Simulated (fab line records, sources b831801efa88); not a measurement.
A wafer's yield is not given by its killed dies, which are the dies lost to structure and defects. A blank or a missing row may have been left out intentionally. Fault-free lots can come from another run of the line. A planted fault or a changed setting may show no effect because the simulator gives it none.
fab line records || flow sky130
record: {"lots": 13, "wafers": 39, "last-day": 50}
route steps=708 shown CAPM@549 VIA3@576 VIA4@656 PAD_OPEN@700
lots untouched by any fault: they come from a run of this same line in which no faults occurred
start-h: hours from the record's first day to the start of the lot's first wafer shown || wait-h: hours from the lot's prior step to this one || " as in the row above || L1.1+2: a row that stands for several wafers || - either no value or no given start || * or withheld: withheld || < > ~ a bound
route shown NAME@n: names a module that has steps shown in the file, with the first one's number in the route || usual: the fault-free wafers' mean and standard deviation || same: alike in all rows || chamber/n: place in a boat || sites: readings site by site || _std_site: standard deviation of those values || _edge_site: outer sites' mean less inner sites' || radius-mm: how far each site lies from the wafer's centre || mask NAME#n: copy n || behind: the last tool/chamber to shape the wafer || hold: the reason the lot was held/the length of the hold in hours/how it ended || device: the n, p or np transistor that did not switch || end of line: the same wafers' tests at the end of the route || a step with no rows: only its recipe || killed: not the wafer's yield, but the dies lost to structure and defects at the first sort || map: per-die view of a wafer (x killed, . not killed, _ where there is no die)
set.NAME: the setting as run; set.NAME@STEP: as run at that earlier step || model.NAME: the simulator's own value behind a step, which no gauge read
one table for each step of the route and one row for each wafer, over a sample of lots
services: the hour from which a tool's chamber was out of use, counted from the record's first day as start-h (under 0 if before that day), plus the number of hours and why
== steps ==
step: SKY_CAPM_OVL_MEAS_12
usual: {"CAPM_OVL": "-0.6/1.5"}
{"lot.wafer": "L770.1", "tool": "overlay-01", "chamber": "-", "start-h": 878.06, "wait-h": 0.1, "CAPM_OVL[nm]": -0.9}
{"lot.wafer": "L770.2", "tool": "overlay-01", "chamber": "-", "start-h": 878.06, "wait-h": 0.1, "CAPM_OVL[nm]": 0.8}
{"lot.wafer": "L770.5", "tool": "overlay-01", "chamber": "-", "start-h": 878.06, "wait-h": 0.1, "CAPM_OVL[nm]": 0.4}
{"lot.wafer": "L771.1", "tool": "overlay-02", "chamber": "-", "start-h": 888.00, "wait-h": 0.1, "CAPM_OVL[nm]": -0.9}
{"lot.wafer": "L771.2", "tool": "overlay-02", "chamber": "-", "start-h": 888.00, "wait-h": 0.1, "CAPM_OVL[nm]": -2.5}
{"lot.wafer": "L771.4", "tool": "overlay-02", "chamber": "-", "start-h": 888.00, "wait-h": 0.1, "CAPM_OVL[nm]": 0.1}
{"lot.wafer": "L773.3", "tool": "overlay-01", "chamber": "-", "start-h": 896.93, "wait-h": 0.1, "CAPM_OVL[nm]": -2.7}
{"lot.wafer": "L773.4", "tool": "overlay-01", "chamber": "-", "start-h": 896.93, "wait-h": 0.1, "CAPM_OVL[nm]": -3.7}
{"lot.wafer": "L773.6", "tool": "overlay-01", "chamber": "-", "start-h": 896.93, "wait-h": 0.1, "CAPM_OVL[nm]": -1.9}
{"lot.wafer": "L774.2", "tool": "overlay-02", "chamber": "-", "start-h": 906.67, "wait-h": 0.1, "CAPM_OVL[nm]": 0.6}
{"lot.wafer": "L774.4", "tool": "overlay-02", "chamber": "-", "start-h": 906.67, "wait-h": 0.1, "CAPM_OVL[nm]": -0.9}
{"lot.wafer": "L774.5", "tool": "overlay-02", "chamber": "-", "start-h": 906.67, "wait-h": 0.1, "CAPM_OVL[nm]": 1.4}
{"lot.wafer": "L775.3", "tool": "overlay-02", "chamber": "-", "start-h": 910.83, "wait-h": 0.1, "CAPM_OVL[nm]": -1.0}
{"lot.wafer": "L775.5", "tool": "overlay-02", "chamber": "-", "start-h": 910.83, "wait-h": 0.1, "CAPM_OVL[nm]": 0.6}
{"lot.wafer": "L775.6", "tool": "overlay-02", "chamber": "-", "start-h": 910.83, "wait-h": 0.1, "CAPM_OVL[nm]": -0.4}
{"lot.wafer": "L777.3", "tool": "overlay-02", "chamber": "-", "start-h": 922.63, "wait-h": 0.1, "CAPM_OVL[nm]": 1.7}
{"lot.wafer": "L777.4", "tool": "overlay-02", "chamber": "-", "start-h": 922.63, "wait-h": 0.1, "CAPM_OVL[nm]": 0.4}
{"lot.wafer": "L777.5", "tool": "overlay-02", "chamber": "-", "start-h": 922.63, "wait-h": 0.1, "CAPM_OVL[nm]": 2.4}
{"lot.wafer": "L783.1", "tool": "overlay-01", "chamber": "-", "start-h": 971.56, "wait-h": 0.1, "CAPM_OVL[nm]": -0.3}
{"lot.wafer": "L783.2", "tool": "overlay-01", "chamber": "-", "start-h": 971.56, "wait-h": 0.1, "CAPM_OVL[nm]": -1.1}
{"lot.wafer": "L783.5", "tool": "overlay-01", "chamber": "-", "start-h": 971.56, "wait-h": 0.1, "CAPM_OVL[nm]": -1.3}
{"lot.wafer": "L784.2", "tool": "overlay-02", "chamber": "-", "start-h": 1008.87, "wait-h": 0.1, "CAPM_OVL[nm]": 0.2}
{"lot.wafer": "L784.3", "tool": "overlay-02", "chamber": "-", "start-h": 1008.87, "wait-h": 0.1, "CAPM_OVL[nm]": 0.4}
{"lot.wafer": "L784.5", "tool": "overlay-02", "chamber": "-", "start-h": 1008.87, "wait-h": 0.1, "CAPM_OVL[nm]": 0.3}
{"lot.wafer": "L785.3", "tool": "overlay-02", "chamber": "-", "start-h": 1012.52, "wait-h": 0.1, "CAPM_OVL[nm]": -0.3}
{"lot.wafer": "L785.4", "tool": "overlay-02", "chamber": "-", "start-h": 1012.52, "wait-h": 0.1, "CAPM_OVL[nm]": 1.8}
{"lot.wafer": "L785.6", "tool": "overlay-02", "chamber": "-", "start-h": 1012.52, "wait-h": 0.1, "CAPM_OVL[nm]": 2.1}
{"lot.wafer": "L787.2", "tool": "overlay-01", "chamber": "-", "start-h": 1015.62, "wait-h": 0.1, "CAPM_OVL[nm]": 0.3}
{"lot.wafer": "L787.3", "tool": "overlay-01", "chamber": "-", "start-h": 1015.62, "wait-h": 0.1, "CAPM_OVL[nm]": -0.4}
{"lot.wafer": "L787.6", "tool": "overlay-01", "chamber": "-", "start-h": 1015.62, "wait-h": 0.1, "CAPM_OVL[nm]": -0.8}
{"lot.wafer": "L788.1", "tool": "overlay-02", "chamber": "-", "start-h": 1017.36, "wait-h": 0.1, "CAPM_OVL[nm]": 0.0}
{"lot.wafer": "L788.2", "tool": "overlay-02", "chamber": "-", "start-h": 1017.36, "wait-h": 0.1, "CAPM_OVL[nm]": 0.2}
{"lot.wafer": "L788.3", "tool": "overlay-02", "chamber": "-", "start-h": 1017.36, "wait-h": 0.1, "CAPM_OVL[nm]": 0.1}
{"lot.wafer": "L790.2", "tool": "overlay-01", "chamber": "-", "start-h": 1018.91, "wait-h": 0.1, "CAPM_OVL[nm]": -3.0}
{"lot.wafer": "L790.3", "tool": "overlay-01", "chamber": "-", "start-h": 1018.91, "wait-h": 0.1, "CAPM_OVL[nm]": -3.2}
{"lot.wafer": "L790.5", "tool": "overlay-01", "chamber": "-", "start-h": 1018.91, "wait-h": 0.1, "CAPM_OVL[nm]": -3.5}
{"lot.wafer": "L791.2", "tool": "overlay-02", "chamber": "-", "start-h": 1022.47, "wait-h": 0.1, "CAPM_OVL[nm]": 0.5}
{"lot.wafer": "L791.3", "tool": "overlay-02", "chamber": "-", "start-h": 1022.47, "wait-h": 0.1, "CAPM_OVL[nm]": 2.7}
{"lot.wafer": "L791.5", "tool": "overlay-02", "chamber": "-", "start-h": 1022.47, "wait-h": 0.1, "CAPM_OVL[nm]": 2.3}
step: SKY_VIA3_BOW_MEAS_03
recipe: {"mode": "bow"}
usual: {"VIA3_BOW": "80/7.5"}
{"lot.wafer": "L770.1", "tool": "film-metro-03", "chamber": "-", "start-h": 901.85, "wait-h": 0.2, "VIA3_BOW[um]": 81}
{"lot.wafer": "L770.2", "tool": "film-metro-03", "chamber": "-", "start-h": 901.85, "wait-h": 0.2, "VIA3_BOW[um]": 73}
{"lot.wafer": "L770.5", "tool": "film-metro-03", "chamber": "-", "start-h": 901.85, "wait-h": 0.2, "VIA3_BOW[um]": 71}
{"lot.wafer": "L771.1", "tool": "film-metro-01", "chamber": "-", "start-h": 915.98, "wait-h": 0.1, "VIA3_BOW[um]": 88}
{"lot.wafer": "L771.2", "tool": "film-metro-01", "chamber": "-", "start-h": 915.98, "wait-h": 0.1, "VIA3_BOW[um]": 75}
{"lot.wafer": "L771.4", "tool": "film-metro-01", "chamber": "-", "start-h": 915.98, "wait-h": 0.1, "VIA3_BOW[um]": 90}
{"lot.wafer": "L773.3", "tool": "film-metro-01", "chamber": "-", "start-h": 923.77, "wait-h": 0.2, "VIA3_BOW[um]": 82}
{"lot.wafer": "L773.4", "tool": "film-metro-01", "chamber": "-", "start-h": 923.77, "wait-h": 0.2, "VIA3_BOW[um]": 82}
{"lot.wafer": "L773.6", "tool": "film-metro-01", "chamber": "-", "start-h": 923.77, "wait-h": 0.2, "VIA3_BOW[um]": 84}
{"lot.wafer": "L774.2", "tool": "film-metro-03", "chamber": "-", "start-h": 934.74, "wait-h": 0.2, "VIA3_BOW[um]": 84}
{"lot.wafer": "L774.4", "tool": "film-metro-03", "chamber": "-", "start-h": 934.74, "wait-h": 0.2, "VIA3_BOW[um]": 79}
{"lot.wafer": "L774.5", "tool": "film-metro-03", "chamber": "-", "start-h": 934.74, "wait-h": 0.2, "VIA3_BOW[um]": 73}
{"lot.wafer": "L775.3", "tool": "film-metro-03", "chamber": "-", "start-h": 936.91, "wait-h": 0.2, "VIA3_BOW[um]": 75}
{"lot.wafer": "L775.5", "tool": "film-metro-03", "chamber": "-", "start-h": 936.91, "wait-h": 0.2, "VIA3_BOW[um]": 66}
{"lot.wafer": "L775.6", "tool": "film-metro-03", "chamber": "-", "start-h": 936.91, "wait-h": 0.2, "VIA3_BOW[um]": 64}
{"lot.wafer": "L777.3", "tool": "film-metro-01", "chamber": "-", "start-h": 949.59, "wait-h": 0.3, "VIA3_BOW[um]": 78}
{"lot.wafer": "L777.4", "tool": "film-metro-01", "chamber": "-", "start-h": 949.59, "wait-h": 0.3, "VIA3_BOW[um]": 81}
{"lot.wafer": "L777.5", "tool": "film-metro-01", "chamber": "-", "start-h": 949.59, "wait-h": 0.3, "VIA3_BOW[um]": 82}
{"lot.wafer": "L783.1", "tool": "film-metro-04", "chamber": "-", "start-h": 997.61, "wait-h": 0.1, "VIA3_BOW[um]": 100}
{"lot.wafer": "L783.2", "tool": "film-metro-04", "chamber": "-", "start-h": 997.61, "wait-h": 0.1, "VIA3_BOW[um]": 88}
{"lot.wafer": "L783.5", "tool": "film-metro-04", "chamber": "-", "start-h": 997.61, "wait-h": 0.1, "VIA3_BOW[um]": 77}
{"lot.wafer": "L784.2", "tool": "film-metro-04", "chamber": "-", "start-h": 1033.14, "wait-h": 0.2, "VIA3_BOW[um]": 80}
{"lot.wafer": "L784.3", "tool": "film-metro-04", "chamber": "-", "start-h": 1033.14, "wait-h": 0.2, "VIA3_BOW[um]": 76}
{"lot.wafer": "L784.5", "tool": "film-metro-04", "chamber": "-", "start-h": 1033.14, "wait-h": 0.2, "VIA3_BOW[um]": 87}
{"lot.wafer": "L785.3", "tool": "film-metro-04", "chamber": "-", "start-h": 1036.09, "wait-h": 0.1, "VIA3_BOW[um]": 80}
{"lot.wafer": "L785.4", "tool": "film-metro-04", "chamber": "-", "start-h": 1036.09, "wait-h": 0.1, "VIA3_BOW[um]": 79}
{"lot.wafer": "L785.6", "tool": "film-metro-04", "chamber": "-", "start-h": 1036.09, "wait-h": 0.1, "VIA3_BOW[um]": 73}
{"lot.wafer": "L787.2", "tool": "film-metro-03", "chamber": "-", "start-h": 1038.77, "wait-h": 0.2, "VIA3_BOW[um]": 68}
{"lot.wafer": "L787.3", "tool": "film-metro-03", "chamber": "-", "start-h": 1038.77, "wait-h": 0.2, "VIA3_BOW[um]": 83}
{"lot.wafer": "L787.6", "tool": "film-metro-03", "chamber": "-", "start-h": 1038.77, "wait-h": 0.2, "VIA3_BOW[um]": 75}
{"lot.wafer": "L788.1", "tool": "film-metro-04", "chamber": "-", "start-h": 1041.37, "wait-h": 0.2, "VIA3_BOW[um]": 77}
{"lot.wafer": "L788.2", "tool": "film-metro-04", "chamber": "-", "start-h": 1041.37, "wait-h": 0.2, "VIA3_BOW[um]": 85}
{"lot.wafer": "L788.3", "tool": "film-metro-04", "chamber": "-", "start-h": 1041.37, "wait-h": 0.2, "VIA3_BOW[um]": 84}
{"lot.wafer": "L790.2", "tool": "film-metro-03", "chamber": "-", "start-h": 1043.61, "wait-h": 0.3, "VIA3_BOW[um]": 83}
{"lot.wafer": "L790.3", "tool": "film-metro-03", "chamber": "-", "start-h": 1043.61, "wait-h": 0.3, "VIA3_BOW[um]": 87}
{"lot.wafer": "L790.5", "tool": "film-metro-03", "chamber": "-", "start-h": 1043.61, "wait-h": 0.3, "VIA3_BOW[um]": 86}
{"lot.wafer": "L791.2", "tool": "film-metro-03", "chamber": "-", "start-h": 1046.61, "wait-h": 0.2, "VIA3_BOW[um]": 75}
{"lot.wafer": "L791.3", "tool": "film-metro-03", "chamber": "-", "start-h": 1046.61, "wait-h": 0.2, "VIA3_BOW[um]": 79}
{"lot.wafer": "L791.5", "tool": "film-metro-03", "chamber": "-", "start-h": 1046.61, "wait-h": 0.2, "VIA3_BOW[um]": 73}
step: SKY_VIA4_SPUTTER_17
recipe: {"material": "TiN", "target-thk-nm": 20, "chamber-pressure-pa": 5, "power-w": 4000, "time-s": 80}
usual: {"chamber-pressure-pa": "4.999/0.01", "throttle-valve-pct": "30.1/1.3"}
same: {"time-s": 80}
{"lot.wafer": "L770.1", "tool": "pvd-sputter-02", "chamber": "-", "start-h": 1001.07, "wait-h": 0.0, "chamber-pressure-pa": 5.013, "throttle-valve-pct": 29.5}
{"lot.wafer": "L770.2", "tool": "pvd-sputter-02", "chamber": "-", "start-h": 1001.07, "wait-h": 0.0, "chamber-pressure-pa": 4.981, "throttle-valve-pct": 29.3}
{"lot.wafer": "L770.5", "tool": "pvd-sputter-02", "chamber": "-", "start-h": 1001.07, "wait-h": 0.0, "chamber-pressure-pa": 4.999, "throttle-valve-pct": 31.4}
{"lot.wafer": "L771.1", "tool": "pvd-sputter-01", "chamber": "-", "start-h": 1014.07, "wait-h": 0.0, "chamber-pressure-pa": 5.000, "throttle-valve-pct": 32.6}
{"lot.wafer": "L771.2", "tool": "pvd-sputter-01", "chamber": "-", "start-h": 1014.07, "wait-h": 0.0, "chamber-pressure-pa": 4.999, "throttle-valve-pct": 29.6}
{"lot.wafer": "L771.4", "tool": "pvd-sputter-01", "chamber": "-", "start-h": 1014.07, "wait-h": 0.0, "chamber-pressure-pa": 4.989, "throttle-valve-pct": 28.5}
{"lot.wafer": "L773.3", "tool": "pvd-sputter-01", "chamber": "-", "start-h": 1023.22, "wait-h": 0.0, "chamber-pressure-pa": 5.006, "throttle-valve-pct": 28.5}
{"lot.wafer": "L773.4", "tool": "pvd-sputter-01", "chamber": "-", "start-h": 1023.22, "wait-h": 0.0, "chamber-pressure-pa": 5.008, "throttle-valve-pct": 33.2}
{"lot.wafer": "L773.6", "tool": "pvd-sputter-01", "chamber": "-", "start-h": 1023.22, "wait-h": 0.0, "chamber-pressure-pa": 5.008, "throttle-valve-pct": 32.9}
{"lot.wafer": "L774.2", "tool": "pvd-sputter-02", "chamber": "-", "start-h": 1031.21, "wait-h": 0.0, "chamber-pressure-pa": 5.009, "throttle-valve-pct": 30.9}
{"lot.wafer": "L774.4", "tool": "pvd-sputter-02", "chamber": "-", "start-h": 1031.21, "wait-h": 0.0, "chamber-pressure-pa": 4.981, "throttle-valve-pct": 29.3}
{"lot.wafer": "L774.5", "tool": "pvd-sputter-02", "chamber": "-", "start-h": 1031.21, "wait-h": 0.0, "chamber-pressure-pa": 4.998, "throttle-valve-pct": 29.3}
{"lot.wafer": "L775.3", "tool": "pvd-sputter-01", "chamber": "-", "start-h": 1032.98, "wait-h": 0.0, "chamber-pressure-pa": 4.993, "throttle-valve-pct": 29.5}
{"lot.wafer": "L775.5", "tool": "pvd-sputter-01", "chamber": "-", "start-h": 1032.98, "wait-h": 0.0, "chamber-pressure-pa": 4.996, "throttle-valve-pct": 28.8}
{"lot.wafer": "L775.6", "tool": "pvd-sputter-01", "chamber": "-", "start-h": 1032.98, "wait-h": 0.0, "chamber-pressure-pa": 4.985, "throttle-valve-pct": 33.1}
{"lot.wafer": "L777.3", "tool": "pvd-sputter-02", "chamber": "-", "start-h": 1046.62, "wait-h": 0.0, "chamber-pressure-pa": 4.996, "throttle-valve-pct": 28.8}
{"lot.wafer": "L777.4", "tool": "pvd-sputter-02", "chamber": "-", "start-h": 1046.62, "wait-h": 0.0, "chamber-pressure-pa": 5.003, "throttle-valve-pct": 30.1}
{"lot.wafer": "L777.5", "tool": "pvd-sputter-02", "chamber": "-", "start-h": 1046.62, "wait-h": 0.0, "chamber-pressure-pa": 4.995, "throttle-valve-pct": 28.8}
{"lot.wafer": "L783.1", "tool": "pvd-sputter-01", "chamber": "-", "start-h": 1087.92, "wait-h": 0.0, "chamber-pressure-pa": 4.993, "throttle-valve-pct": 29.7}
{"lot.wafer": "L783.2", "tool": "pvd-sputter-01", "chamber": "-", "start-h": 1087.92, "wait-h": 0.0, "chamber-pressure-pa": 5.026, "throttle-valve-pct": 33.1}
{"lot.wafer": "L783.5", "tool": "pvd-sputter-01", "chamber": "-", "start-h": 1087.92, "wait-h": 0.0, "chamber-pressure-pa": 5.001, "throttle-valve-pct": 29.6}
{"lot.wafer": "L784.2", "tool": "pvd-sputter-02", "chamber": "-", "start-h": 1120.24, "wait-h": 0.0, "chamber-pressure-pa": 4.996, "throttle-valve-pct": 31.0}
{"lot.wafer": "L784.3", "tool": "pvd-sputter-02", "chamber": "-", "start-h": 1120.24, "wait-h": 0.0, "chamber-pressure-pa": 4.995, "throttle-valve-pct": 29.0}
{"lot.wafer": "L784.5", "tool": "pvd-sputter-02", "chamber": "-", "start-h": 1120.24, "wait-h": 0.0, "chamber-pressure-pa": 5.006, "throttle-valve-pct": 30.2}
{"lot.wafer": "L785.3", "tool": "pvd-sputter-01", "chamber": "-", "start-h": 1121.47, "wait-h": 0.0, "chamber-pressure-pa": 4.988, "throttle-valve-pct": 29.8}
{"lot.wafer": "L785.4", "tool": "pvd-sputter-01", "chamber": "-", "start-h": 1121.47, "wait-h": 0.0, "chamber-pressure-pa": 4.987, "throttle-valve-pct": 28.5}
{"lot.wafer": "L785.6", "tool": "pvd-sputter-01", "chamber": "-", "start-h": 1121.47, "wait-h": 0.0, "chamber-pressure-pa": 5.002, "throttle-valve-pct": 33.0}
{"lot.wafer": "L787.2", "tool": "pvd-sputter-02", "chamber": "-", "start-h": 1123.04, "wait-h": 0.0, "chamber-pressure-pa": 4.993, "throttle-valve-pct": 29.3}
{"lot.wafer": "L787.3", "tool": "pvd-sputter-02", "chamber": "-", "start-h": 1123.04, "wait-h": 0.0, "chamber-pressure-pa": 4.992, "throttle-valve-pct": 30.2}
{"lot.wafer": "L787.6", "tool": "pvd-sputter-02", "chamber": "-", "start-h": 1123.04, "wait-h": 0.0, "chamber-pressure-pa": 4.998, "throttle-valve-pct": 29.2}
{"lot.wafer": "L788.1", "tool": "pvd-sputter-01", "chamber": "-", "start-h": 1125.51, "wait-h": 0.0, "chamber-pressure-pa": 5.014, "throttle-valve-pct": 33.1}
{"lot.wafer": "L788.2", "tool": "pvd-sputter-01", "chamber": "-", "start-h": 1125.51, "wait-h": 0.0, "chamber-pressure-pa": 4.993, "throttle-valve-pct": 29.8}
{"lot.wafer": "L788.3", "tool": "pvd-sputter-01", "chamber": "-", "start-h": 1125.51, "wait-h": 0.0, "chamber-pressure-pa": 5.004, "throttle-valve-pct": 28.7}
{"lot.wafer": "L790.2", "tool": "pvd-sputter-04", "chamber": "-", "start-h": 1128.47, "wait-h": 0.0, "chamber-pressure-pa": 4.995, "throttle-valve-pct": 30.5}
{"lot.wafer": "L790.3", "tool": "pvd-sputter-04", "chamber": "-", "start-h": 1128.47, "wait-h": 0.0, "chamber-pressure-pa": 5.013, "throttle-valve-pct": 28.3}
{"lot.wafer": "L790.5", "tool": "pvd-sputter-04", "chamber": "-", "start-h": 1128.47, "wait-h": 0.0, "chamber-pressure-pa": 5.001, "throttle-valve-pct": 30.8}
{"lot.wafer": "L791.2", "tool": "pvd-sputter-02", "chamber": "-", "start-h": 1132.86, "wait-h": 0.0, "chamber-pressure-pa": 4.994, "throttle-valve-pct": 29.3}
{"lot.wafer": "L791.3", "tool": "pvd-sputter-02", "chamber": "-", "start-h": 1132.86, "wait-h": 0.0, "chamber-pressure-pa": 5.001, "throttle-valve-pct": 30.3}
{"lot.wafer": "L791.5", "tool": "pvd-sputter-02", "chamber": "-", "start-h": 1132.86, "wait-h": 0.0, "chamber-pressure-pa": 4.984, "throttle-valve-pct": 29.3}
step: SKY_PAD_OPEN_DEVELOP_06
recipe: {"develop-time-s": 60, "dev-temp-c": 23}
usual: {"developer-temp-C": "22.99/0.097"}
{"lot.wafer": "L770.1", "tool": "litho-track-03", "chamber": 0, "start-h": 1068, "wait-h": "-", "developer-temp-C": 22.88}
{"lot.wafer": "L770.2", "tool": "litho-track-03", "chamber": 0, "start-h": 1068, "wait-h": "-", "developer-temp-C": 22.90}
{"lot.wafer": "L770.5", "tool": "litho-track-03", "chamber": 0, "start-h": 1068, "wait-h": "-", "developer-temp-C": 22.72}
{"lot.wafer": "L771.1", "tool": "litho-track-03", "chamber": 0, "start-h": 1079, "wait-h": "-", "developer-temp-C": 22.85}
{"lot.wafer": "L771.2", "tool": "litho-track-03", "chamber": 0, "start-h": 1079, "wait-h": "-", "developer-temp-C": 22.91}
{"lot.wafer": "L771.4", "tool": "litho-track-03", "chamber": 0, "start-h": 1079, "wait-h": "-", "developer-temp-C": 22.88}
{"lot.wafer": "L773.3", "tool": "litho-track-03", "chamber": 0, "start-h": 1090, "wait-h": "-", "developer-temp-C": 24.06}
{"lot.wafer": "L773.4", "tool": "litho-track-03", "chamber": 0, "start-h": 1090, "wait-h": "-", "developer-temp-C": 23.94}
{"lot.wafer": "L773.6", "tool": "litho-track-03", "chamber": 0, "start-h": 1090, "wait-h": "-", "developer-temp-C": 23.92}
{"lot.wafer": "L774.2", "tool": "litho-track-03", "chamber": 0, "start-h": 1094, "wait-h": "-", "developer-temp-C": 23.97}
{"lot.wafer": "L774.4", "tool": "litho-track-03", "chamber": 0, "start-h": 1094, "wait-h": "-", "developer-temp-C": 23.94}
{"lot.wafer": "L774.5", "tool": "litho-track-03", "chamber": 0, "start-h": 1094, "wait-h": "-", "developer-temp-C": 23.96}
{"lot.wafer": "L775.3", "tool": "litho-track-02", "chamber": 0, "start-h": 1098, "wait-h": "-", "developer-temp-C": 23.12}
{"lot.wafer": "L775.5", "tool": "litho-track-02", "chamber": 0, "start-h": 1098, "wait-h": "-", "developer-temp-C": 22.99}
{"lot.wafer": "L775.6", "tool": "litho-track-02", "chamber": 0, "start-h": 1098, "wait-h": "-", "developer-temp-C": 23.04}
{"lot.wafer": "L777.3", "tool": "litho-track-03", "chamber": 0, "start-h": 1110, "wait-h": "-", "developer-temp-C": 23.95}
{"lot.wafer": "L777.4", "tool": "litho-track-03", "chamber": 0, "start-h": 1110, "wait-h": "-", "developer-temp-C": 24.01}
{"lot.wafer": "L777.5", "tool": "litho-track-03", "chamber": 0, "start-h": 1110, "wait-h": "-", "developer-temp-C": 23.92}
{"lot.wafer": "L783.1", "tool": "litho-track-02", "chamber": 0, "start-h": 1146, "wait-h": "-", "developer-temp-C": 22.93}
{"lot.wafer": "L783.2", "tool": "litho-track-02", "chamber": 0, "start-h": 1146, "wait-h": "-", "developer-temp-C": 22.96}
{"lot.wafer": "L783.5", "tool": "litho-track-02", "chamber": 0, "start-h": 1146, "wait-h": "-", "developer-temp-C": 22.96}
{"lot.wafer": "L784.2", "tool": "litho-track-02", "chamber": 0, "start-h": 1174, "wait-h": "-", "developer-temp-C": 23.22}
{"lot.wafer": "L784.3", "tool": "litho-track-02", "chamber": 0, "start-h": 1174, "wait-h": "-", "developer-temp-C": 23.00}
{"lot.wafer": "L784.5", "tool": "litho-track-02", "chamber": 0, "start-h": 1175, "wait-h": "-", "developer-temp-C": 23.26}
{"lot.wafer": "L785.3", "tool": "litho-track-01", "chamber": 0, "start-h": 1176, "wait-h": "-", "developer-temp-C": 22.96}
{"lot.wafer": "L785.4", "tool": "litho-track-01", "chamber": 0, "start-h": 1176, "wait-h": "-", "developer-temp-C": 23.04}
{"lot.wafer": "L785.6", "tool": "litho-track-01", "chamber": 0, "start-h": 1176, "wait-h": "-", "developer-temp-C": 22.96}
{"lot.wafer": "L787.2", "tool": "litho-track-02", "chamber": 0, "start-h": 1177, "wait-h": "-", "developer-temp-C": 22.94}
{"lot.wafer": "L787.3", "tool": "litho-track-02", "chamber": 0, "start-h": 1177, "wait-h": "-", "developer-temp-C": 23.01}
{"lot.wafer": "L787.6", "tool": "litho-track-02", "chamber": 0, "start-h": 1177, "wait-h": "-", "developer-temp-C": 23.01}
{"lot.wafer": "L788.1", "tool": "litho-track-03", "chamber": 0, "start-h": 1179, "wait-h": "-", "developer-temp-C": 22.97}
{"lot.wafer": "L788.2", "tool": "litho-track-03", "chamber": 0, "start-h": 1179, "wait-h": "-", "developer-temp-C": 22.94}
{"lot.wafer": "L788.3", "tool": "litho-track-03", "chamber": 0, "start-h": 1179, "wait-h": "-", "developer-temp-C": 23.05}
{"lot.wafer": "L790.2", "tool": "litho-track-03", "chamber": 0, "start-h": 1182, "wait-h": "-", "developer-temp-C": 22.93}
{"lot.wafer": "L790.3", "tool": "litho-track-03", "chamber": 0, "start-h": 1183, "wait-h": "-", "developer-temp-C": 22.95}
{"lot.wafer": "L790.5", "tool": "litho-track-03", "chamber": 0, "start-h": 1183, "wait-h": "-", "developer-temp-C": 23.02}
{"lot.wafer": "L791.2", "tool": "litho-track-01", "chamber": 0, "start-h": 1187, "wait-h": "-", "developer-temp-C": 22.92}
{"lot.wafer": "L791.3", "tool": "litho-track-01", "chamber": 0, "start-h": 1187, "wait-h": "-", "developer-temp-C": 22.95}
{"lot.wafer": "L791.5", "tool": "litho-track-01", "chamber": 0, "start-h": 1187, "wait-h": "-", "developer-temp-C": 22.83}
== services ==
{"tool": "pvd-sputter-02", "chamber": "-", "start-h": 1060.50, "hours": 0.9, "kind": "repair"}
{"tool": "pvd-sputter-02", "chamber": "-", "start-h": 1063.43, "hours": 0.7, "kind": "repair"}
{"tool": "pvd-sputter-02", "chamber": "-", "start-h": 1108.76, "hours": 1.9, "kind": "repair"}
{"tool": "pvd-sputter-02", "chamber": "-", "start-h": 1180.77, "hours": 1.0, "kind": "repair"}
{"tool": "pvd-sputter-01", "chamber": "-", "start-h": 1184.50, "hours": 2.2, "kind": "repair"}
== key ==
first-sign: {"step": "SKY_PAD_OPEN_DEVELOP_06", "reading": "developer-temp-C", "direction": "up", "sigmas": 10, "usual": "*", "struck": "*"}
effect none on later readings
met-at SKY_PAD_OPEN_DEVELOP_06
struck-lots L773,L774,L777
not-acting-at SKY_CAPM_OVL_MEAS_12,SKY_VIA3_BOW_MEAS_03,SKY_VIA4_SPUTTER_17
onset-between 1079 1090
fault: {"kind": "process-parameter-drift", "tool": "litho-track-03", "chamber": "-", "onset-h": 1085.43, "steps": "SKY_PAD_OPEN_DEVELOP_06", "channel": "dev-temp-c", "offset": "*", "shape": "step", "end-h": 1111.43, "acts-in": "*", "stated": "*"}
